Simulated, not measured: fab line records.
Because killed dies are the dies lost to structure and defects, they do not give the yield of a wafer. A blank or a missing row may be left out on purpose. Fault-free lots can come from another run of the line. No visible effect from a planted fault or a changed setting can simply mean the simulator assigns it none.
fab line records -- flow sfq_line
record: lots: 6, wafers: 18, last_day: 81
route steps=325 shown M0@38 I0@43
lots untouched by any fault: they come from a run of this same line in which no faults occurred
start_h: start of the lot's first displayed wafer, in hours after the record's first day -- wait_h: hours elapsed since this lot's preceding step -- " repeats the value in the row above -- L1.1+2: several wafers, shown together as one row -- - no value, or no start given -- * or withheld: withheld -- < > ~ a bound
route shown NAME@n: NAME is a module with steps in the file, n the number in the route of the first one -- usual: mean/standard deviation taken from wafers without a fault -- same: alike in all rows -- chamber/n: place in a boat -- sites: readings site by site -- _std_site: the standard deviation of these -- _edge_site: mean of outer sites minus mean of inner sites -- radius_mm: how far each site lies from the wafer's centre -- mask NAME#n: copy n -- behind: tool/chamber where the wafer was last shaped -- hold: why the lot went on hold/how many hours it stayed there/how the hold came to an end -- device: whichever transistor did not switch (one of n, p or np) -- end of line: tests run on the same wafers once the route is complete -- step lacking rows: just its recipe -- killed: not the wafer's yield, but the dies lost to structure and defects at the first sort -- map: shows each die of a wafer: x if killed, . if not, _ if none is there
set.NAME: the setting the step ran with; set.NAME@STEP: the setting that earlier step ran with -- model.NAME: the simulator's own value behind a step, which no gauge read
lots at some steps of the route; a table a step, a row a wafer
services: when a tool's chamber went out of use (start_h, in hours from the record's first day, below 0 if earlier), for how many hours, and the reason
== steps ==
step: SFQ_M0_OVL_MEAS_906
usual: M0_OVL: -2/6.7
lot.wafer,tool,chamber,start_h,wait_h,M0_OVL[nm]
L530.1,overlay-01,-,269.92,0.1,1
L530.2,overlay-01,-,269.92,0.1,8
L530.3,overlay-01,-,269.92,0.1,-1
L532.1,overlay-01,-,289.12,0.1,2
L532.2,overlay-01,-,289.12,0.1,6
L532.5,overlay-01,-,289.12,0.1,-3
L533.3,overlay-02,-,292.74,0.1,-9
L533.5,overlay-02,-,292.74,0.1,-9
L533.6,overlay-02,-,292.74,0.1,-4
L540.3,overlay-01,-,352.93,0.1,-12
L540.4,overlay-01,-,352.93,0.1,-3
L540.6,overlay-01,-,352.93,0.1,5
L547.2,overlay-02,-,418.46,0.1,-1
L547.3,overlay-02,-,418.46,0.1,-12
L547.6,overlay-02,-,418.46,0.1,-3
L550.1,overlay-02,-,444.86,0.1,-4
L550.4,overlay-02,-,444.86,0.1,5
L550.6,overlay-02,-,444.86,0.1,3
step: SFQ_TRILAYER_M0_BARC_OPEN_METAL_ETCH_031
recipe: mask_material: PR, chemistry: O2, target_depth_nm: 125, target: BARC, icp_w: 600, bias_w: 80, pressure_mtorr: 10, time_s: 41.7
usual: chamber_pressure_mTorr: 9.999/0.0091, drypump_motor_current_A: 6.0/0.4, oes_product_au: 0.685/0.0046
lot.wafer,tool,chamber,start_h,wait_h,chamber_pressure_mTorr,drypump_motor_current_A,oes_product_au,rf_hours_counter_h
L530.1,rie_metal-04,0,269.96,0.0,10.001,5.3,0.683,123
L530.2,rie_metal-04,1,269.96,0.0,10.022,5.8,0.678,17
L530.3,rie_metal-04,1,269.96,0.0,10.005,5.8,0.687,-
L532.1,rie_metal-04,0,289.16,0.0,10.006,5.3,0.684,127
L532.2,rie_metal-04,1,289.16,0.0,10.001,5.8,0.690,21
L532.5,rie_metal-04,1,289.16,0.0,9.998,5.8,0.682,-
L533.3,rie_metal-02,0,292.80,0.1,9.982,6.4,0.689,-
L533.5,rie_metal-02,0,292.80,0.1,10.001,6.4,0.686,-
L533.6,rie_metal-02,0,292.80,0.1,9.996,6.4,0.691,-
L540.3,rie_metal-03,0,352.97,0.0,9.997,5.7,0.694,-
L540.4,rie_metal-03,1,352.97,0.0,10.013,6.3,0.683,-
L540.6,rie_metal-03,1,352.97,0.0,9.994,6.3,0.687,-
L547.2,rie_metal-04,1,418.49,0.0,10.002,5.8,0.682,41
L547.3,rie_metal-04,1,418.49,0.0,10.010,5.8,0.680,-
L547.6,rie_metal-04,1,418.49,0.0,10.008,5.8,0.679,-
L550.1,rie_metal-02,0,444.89,0.0,10.001,6.4,0.679,106
L550.4,rie_metal-02,1,444.89,0.0,9.980,6.2,0.678,-
L550.6,rie_metal-02,1,444.89,0.0,10.022,6.2,0.681,-
step: SFQ_TRILAYER_M0_ETCH_METAL_ETCH_024
recipe: target: Nb, stop_on: SiO2, mask_material: PR, chemistry: Cl2/Ar, target_depth_nm: 240, icp_w: 600, bias_w: 80, pressure_mtorr: 10, time_s: 120
usual: chamber_pressure_mTorr: 10.001/0.0085, drypump_motor_current_A: 6.0/0.4, oes_product_au: 0.894/0.0069
lot.wafer,tool,chamber,start_h,wait_h,chamber_pressure_mTorr,drypump_motor_current_A,oes_product_au,rf_hours_counter_h
L530.1,rie_metal-04,0,270.02,0.0,10.008,5.3,0.900,123
L530.2,rie_metal-04,1,270.02,0.0,10.007,5.8,0.896,17
L530.3,rie_metal-04,1,270.02,0.0,9.992,5.8,0.901,-
L532.1,rie_metal-04,0,289.22,0.0,9.977,5.3,0.895,127
L532.2,rie_metal-04,1,289.22,0.0,9.997,5.8,0.894,21
L532.5,rie_metal-04,1,289.22,0.0,10.018,5.8,0.898,-
L533.3,rie_metal-02,0,292.96,0.1,10.000,6.4,0.904,-
L533.5,rie_metal-02,0,292.96,0.1,10.005,6.4,0.895,-
L533.6,rie_metal-02,0,292.96,0.1,9.990,6.4,0.887,-
L540.3,rie_metal-03,0,353.05,0.1,10.000,5.7,0.885,-
L540.4,rie_metal-03,1,353.05,0.1,10.012,6.3,0.897,-
L540.6,rie_metal-03,1,353.05,0.1,9.991,6.3,0.893,-
L547.2,rie_metal-04,1,418.55,0.0,9.998,5.8,0.904,41
L547.3,rie_metal-04,1,418.55,0.0,10.006,5.9,0.888,-
L547.6,rie_metal-04,1,418.55,0.0,9.996,5.8,0.896,-
L550.1,rie_metal-02,0,444.95,0.0,10.007,6.3,0.890,107
L550.4,rie_metal-02,1,444.95,0.0,10.004,6.2,0.894,-
L550.6,rie_metal-02,1,444.95,0.0,9.998,6.2,0.904,-
step: SFQ_TRILAYER_M0_STRIP_STRIP_025
recipe: gas: O2, power_w: 200, platen_temp_c: 40, overash_fraction: 0.65, chemistry: O2, pressure_mtorr: 50
usual: chamber_pressure_mTorr: 50.01/0.046, drypump_motor_current_A: 6.0/0.4, oes_product_au: 1.002/0.0078
lot.wafer,tool,chamber,start_h,wait_h,chamber_pressure_mTorr,drypump_motor_current_A,oes_product_au,rf_hours_counter_h
L530.1,rie_metal-04,0,270.14,0.1,49.95,5.3,0.999,123
L530.2,rie_metal-04,1,270.14,0.1,49.97,5.8,1.018,17
L530.3,rie_metal-04,1,270.14,0.1,49.92,5.8,1.013,-
L532.1,rie_metal-04,0,289.34,0.1,50.01,5.3,0.997,127
L532.2,rie_metal-04,1,289.34,0.1,49.99,5.8,1.010,21
L532.5,rie_metal-04,1,289.34,0.1,50.04,5.8,1.019,-
L533.3,rie_metal-02,0,293.53,0.5,50.11,6.4,1.014,-
L533.5,rie_metal-02,0,293.53,0.5,49.99,6.4,1.006,-
L533.6,rie_metal-02,0,293.53,0.5,50.03,6.4,1.005,-
L540.3,rie_metal-03,0,353.34,0.2,49.95,5.7,0.999,-
L540.4,rie_metal-03,1,353.34,0.2,49.99,6.3,0.995,-
L540.6,rie_metal-03,1,353.34,0.2,50.04,6.3,0.999,-
L547.2,rie_metal-04,1,418.68,0.1,50.02,5.8,1.012,41
L547.3,rie_metal-04,1,418.68,0.1,50.04,5.8,1.016,-
L547.6,rie_metal-04,1,418.68,0.1,50.05,5.8,1.012,-
L550.1,rie_metal-02,0,445.08,0.1,50.02,6.4,0.998,107
L550.4,rie_metal-02,1,445.08,0.1,50.01,6.2,0.997,-
L550.6,rie_metal-02,1,445.08,0.1,50.03,6.2,1.009,-
step: SFQ_TRILAYER_M0_STRIP_SOLV_CLEAN_026
recipe: chemistry: NMP, temp_c: 70, time_s: 600
step: SFQ_TRILAYER_I0_DEP_PECVD_027
recipe: material: SiO2, temp_c: 150, time_s: 111.11, pressure_torr: 2.4, rf_w: 183.3, precursor: SiH4/N2O, target_thk_nm: 500
usual: heater_power_w: 79/16, throttle_valve_pct: 24.1/0.8
lot.wafer,tool,chamber,start_h,wait_h,heater_power_w,throttle_valve_pct
L530.1,pecvd-02,1,270.92,0.0,100,23.3
L530.2,pecvd-02,0,270.92,0.0,70,23.2
L530.3,pecvd-02,2,270.92,0.0,49,23.1
L532.1,pecvd-02,1,290.14,0.0,93,23.6
L532.2,pecvd-02,0,290.14,0.0,76,23.3
L532.5,pecvd-02,0,290.14,0.0,61,23.6
L533.3,pecvd-02,2,294.50,0.0,51,22.7
L533.5,pecvd-02,1,294.50,0.0,90,23.5
L533.6,pecvd-02,2,294.50,0.0,52,23.4
L540.3,pecvd-03,1,353.91,0.0,89,25.6
L540.4,pecvd-03,2,353.91,0.0,80,23.9
L540.6,pecvd-03,0,353.91,0.0,75,25.5
L547.2,pecvd-02,2,419.45,0.0,45,23.4
L547.3,pecvd-02,1,419.45,0.0,104,24.7
L547.6,pecvd-02,2,419.45,0.0,49,23.7
L550.1,pecvd-04,2,445.85,0.0,70,24.5
L550.4,pecvd-04,1,445.85,0.0,82,23.8
L550.6,pecvd-04,0,445.85,0.0,81,24.3
step: SFQ_TRILAYER_I0_CMP_CMP_028
recipe: material: SiO2, down_force_psi: 3, platen_rpm: 60, pad_velocity_m_s: 0.94248
step: SFQ_I0_BOW_MEAS_907
recipe: mode: bow
usual: I0_BOW: 1/7.1
lot.wafer,tool,chamber,start_h,wait_h,I0_BOW[um]
L530.1,film_metro-02,-,277.78,1.0,5
L530.2,film_metro-02,-,277.78,1.0,9
L530.3,film_metro-02,-,277.78,1.0,5
L532.1,film_metro-04,-,304.58,2.0,3
L532.2,film_metro-04,-,304.58,2.0,-1
L532.5,film_metro-04,-,304.58,2.0,-4
L533.3,film_metro-02,-,307.62,1.0,-5
L533.5,film_metro-02,-,307.62,1.0,-4
L533.6,film_metro-02,-,307.62,1.0,-9
L540.3,film_metro-03,-,359.05,2.0,4
L540.4,film_metro-03,-,359.05,2.0,5
L540.6,film_metro-03,-,359.05,2.0,-3
L547.2,film_metro-02,-,426.19,2.0,14
L547.3,film_metro-02,-,426.19,2.0,1
L547.6,film_metro-02,-,426.19,2.0,1
L550.1,film_metro-03,-,449.16,2.7,2
L550.4,film_metro-03,-,449.16,2.7,2
L550.6,film_metro-03,-,449.16,2.7,8
step: SFQ_TRILAYER_I0_METRO_MEASURE_029
usual: thk_nm: 200.0/1.1
lot.wafer,tool,chamber,start_h,wait_h,thk_nm
L530.1,film_metro-02,-,277.90,0.1,198.3
L530.2,film_metro-02,-,277.90,0.1,199.8
L530.3,film_metro-02,-,277.90,0.1,201.0
L532.1,film_metro-04,-,304.70,0.1,198.9
L532.2,film_metro-04,-,304.70,0.1,200.1
L532.5,film_metro-04,-,304.70,0.1,198.6
L533.3,film_metro-02,-,308.10,0.5,200.0
L533.5,film_metro-02,-,308.10,0.5,201.0
L533.6,film_metro-02,-,308.10,0.5,200.3
L540.3,film_metro-03,-,359.53,0.5,200.8
L540.4,film_metro-03,-,359.53,0.5,200.1
L540.6,film_metro-03,-,359.53,0.5,201.7
L547.2,film_metro-02,-,426.49,0.3,198.7
L547.3,film_metro-02,-,426.49,0.3,199.9
L547.6,film_metro-02,-,426.49,0.3,200.6
L550.1,film_metro-03,-,449.28,0.1,200.2
L550.4,film_metro-03,-,449.28,0.1,203.4
L550.6,film_metro-03,-,449.28,0.1,200.5
step: SFQ_TRILAYER_I0_VIA_LITHO_COAT_036
recipe: resist: BARC, spin_rpm: 3000, resist_thk_nm: 62
step: SFQ_TRILAYER_I0_VIA_LITHO_COAT_031
recipe: resist: KrF, spin_rpm: 3000, resist_thk_nm: 650
step: SFQ_TRILAYER_I0_VIA_LITHO_SOFTBAKE_035
recipe: temp_c: withheld, time_s: withheld, resist: KrF
step: SFQ_TRILAYER_I0_VIA_LITHO_EXPOSE_032
recipe: mask_id: I0, na: 0.6, source_shape: conventional, sigma_outer: 0.65, target_cd_nm: 500, dose_mj: 21.3
usual: exposure_dose_mJ_cm2: 21.307/0.022, focus_offset_nm: 0.0/0.54, na: 0.6/0
lot.wafer,tool,chamber,start_h,wait_h,mask,exposure_dose_mJ_cm2,focus_offset_nm,na
L530.1,krf_scanner-01,0,391.72,-,I0#0,21.292,0.0,0.6
L530.2,krf_scanner-01,0,391.72,-,I0#0,21.306,0.7,0.6
L530.3,krf_scanner-01,0,391.72,-,I0#0,21.305,0.0,0.6
L532.1,krf_scanner-02,-,427.76,-,I0#0,-,-,-
L532.2,krf_scanner-02,-,427.76,-,I0#0,-,-,-
L532.5,krf_scanner-02,-,427.76,-,I0#0,-,-,-
L533.3,krf_scanner-02,-,431.76,-,I0#0,-,-,-
L533.5,krf_scanner-02,-,431.76,-,I0#0,-,-,-
L533.6,krf_scanner-02,-,431.76,-,I0#0,-,-,-
L540.3,krf_scanner-01,0,497.05,-,I0#0,21.319,0.9,0.6
L540.4,krf_scanner-01,0,497.05,-,I0#0,21.326,0.9,0.6
L540.6,krf_scanner-01,0,497.05,-,I0#0,21.322,0.4,0.6
L547.2,krf_scanner-01,0,554.45,-,I0#0,21.359,0.9,0.6
L547.3,krf_scanner-01,0,554.45,-,I0#0,21.367,-0.3,0.6
L547.6,krf_scanner-01,0,554.45,-,I0#0,21.346,0.9,0.6
L550.1,krf_scanner-02,0,579.14,-,I0#0,21.319,-0.1,0.6
L550.4,krf_scanner-02,0,579.14,-,I0#0,21.324,0.2,0.6
L550.6,krf_scanner-02,0,579.14,-,I0#0,21.287,0.3,0.6
step: SFQ_TRILAYER_I0_VIA_LITHO_PEB_034
recipe: peb_temp_c: 115, peb_time_s: 60, resist: KrF
== services ==
tool,chamber,start_h,hours,kind
krf_scanner-01,-,264.50,1.3,pm
krf_scanner-01,-,301.27,0.8,pm
krf_scanner-02,-,309.22,1.3,pm
krf_scanner-01,-,332.09,0.3,repair
rie_metal-03,-,332.40,2.8,pm
rie_metal-03,-,335.15,1.4,pm
rie_metal-03,1,335.28,2.1,repair
film_metro-02,-,356.91,1.5,pm
rie_metal-04,-,366.05,0.5,repair
rie_metal-03,-,375.93,0.9,repair
krf_scanner-02,-,381.41,1.0,pm
krf_scanner-01,-,381.56,1.8,repair
rie_metal-03,-,403.60,28.1,pm
krf_scanner-02,-,404.21,0.8,pm
krf_scanner-01,-,405.11,2.0,repair
krf_scanner-01,-,408.30,1.0,pm
film_metro-02,-,415.73,4.8,pm
rie_metal-04,-,426.55,2.8,pm
film_metro-02,-,437.29,0.3,pm
rie_metal-02,1,452.49,1.7,repair
rie_metal-02,-,478.45,0.3,repair
rie_metal-04,0,500.24,8.5,repair
rie_metal-04,1,503.30,15.7,repair
pecvd-02,2,553.77,5.2,repair
== key ==
first_sign: step: SFQ_TRILAYER_I0_VIA_LITHO_EXPOSE_032, reading: tool_record, direction: missing
effect none on later readings
met_at SFQ_TRILAYER_I0_VIA_LITHO_EXPOSE_032
struck_wafers L532.1,L532.2,L532.5,L533.3,L533.5,L533.6
fault: kind: skipped_step_whole, tool: krf_scanner-02, chamber: -, onset_h: 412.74, steps: SFQ_TRILAYER_I0_VIA_LITHO_EXPOSE_032, scope: struck_lots_only
